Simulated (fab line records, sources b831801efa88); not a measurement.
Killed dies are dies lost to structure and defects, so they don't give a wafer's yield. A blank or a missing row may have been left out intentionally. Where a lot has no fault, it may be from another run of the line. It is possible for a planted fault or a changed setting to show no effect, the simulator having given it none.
Matching of chambers || flow sky130 || SKY_VIA1_HDPCVD_00 on hdpcvd-02 has 3 sister chambers
The step deposits SiO2, target thk 1030 nm, time 171.7 s. 3 wafers are shown with their chamber, then 6 later ones without.

## EACH WAFER AND ITS CHAMBER
{"wafer": "L451.5", "chamber": 0, "run-length-s (s)": 198.8}
{"wafer": "L452.2", "chamber": 1, "run-length-s (s)": 199.4}
{"wafer": "L452.3", "chamber": 2, "run-length-s (s)": 199.5}

## WAFERS MISSING THEIR CHAMBER
{"wafer": "L452.6", "run-length-s (s)": 199.4}
{"wafer": "L453.3", "run-length-s (s)": 199.6}
{"wafer": "L453.4", "run-length-s (s)": 199.7}
{"wafer": "L453.5", "run-length-s (s)": 199.1}
{"wafer": "L454.5", "run-length-s (s)": 199.5}
{"wafer": "L459.6", "run-length-s (s)": 199.8}

## CHAMBER TAKEN BY EACH
{"wafer": "L452.6", "from the rows above": "can't be placed: 1 or 2", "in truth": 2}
{"wafer": "L453.3", "from the rows above": "can't be placed: 2 or 1", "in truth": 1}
{"wafer": "L453.4", "from the rows above": "can't be placed: 2 or 1", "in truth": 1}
{"wafer": "L453.5", "from the rows above": "can't be placed: 0 or 1 or 2", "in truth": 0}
{"wafer": "L454.5", "from the rows above": "can't be placed: 2 or 1", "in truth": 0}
{"wafer": "L459.6", "from the rows above": "can't be placed: 2 or 1", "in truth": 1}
0 of 6 placed correctly. From these rows, 6 cannot be placed; in 5 the true chamber is one of the candidates. 0 placed wrongly.
How it was worked out, from the rows above alone: a wafer's distance from a chamber is the root of the sum, over the readings, of the square of ((its reading less the chamber's mean) divided by the reading's scatter). The wafer belongs to the nearest chamber; if the next one is less than 2 further off, it can't be placed. Each chamber's mean is taken over the wafers shown for it. The scatter: with one shown wafer a chamber, the root of the mean of the squares of how far each hidden wafer lies from its nearest shown one.
